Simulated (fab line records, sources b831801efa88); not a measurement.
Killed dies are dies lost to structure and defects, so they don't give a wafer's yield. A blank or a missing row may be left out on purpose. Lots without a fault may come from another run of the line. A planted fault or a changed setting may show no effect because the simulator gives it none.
Chamber matching | flow gf180mcu | GF_SAB_CVD_00 on pecvd-02: 3 sister chambers
The step deposits SiO2 from TEOS, target thk 50 nm, time 4.9302 s. 3 wafers are shown with their chamber, then 7 later ones without.

WAFERS WITH THEIR CHAMBER
wafer  | chamber | heater_power_w (W)
L658.5 | 1       | 619
L658.6 | 2       | 533
L659.1 | 0       | 557

WAFERS WITHOUT THEIR CHAMBER
wafer  | heater_power_w (W)
L659.3 | 551
L659.5 | 551
L661.1 | 532
L661.2 | 583
L661.3 | 716
L662.1 | 650
L662.5 | 640

WHICH CHAMBER EACH WENT THROUGH
wafer  | from the rows above          | in truth
L659.3 | can't be placed: 0 or 2 or 1 | 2
L659.5 | can't be placed: 0 or 2 or 1 | 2
L661.1 | can't be placed: 2 or 0      | 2
L661.2 | can't be placed: 0 or 1 or 2 | 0
L661.3 | can't be placed: 1 or 0      | 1
L662.1 | can't be placed: 1 or 0      | 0
L662.5 | can't be placed: 1 or 0      | 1
Placed correctly: 0 of 7. Can't be placed from these rows: 7 (the true chamber is among the candidates in 7). Placed wrongly: 0.
How it was worked out, from the rows above alone: a wafer's distance from a chamber is the root of the sum, over the readings, of the square of ((its reading less the chamber's mean) divided by the reading's scatter). The wafer belongs to the nearest chamber; if the next one is less than 2 further off, it can't be placed. A chamber's mean is the mean of its shown wafers. The scatter: with one shown wafer a chamber, the root of the mean of the squares of how far each hidden wafer lies from its nearest shown one.
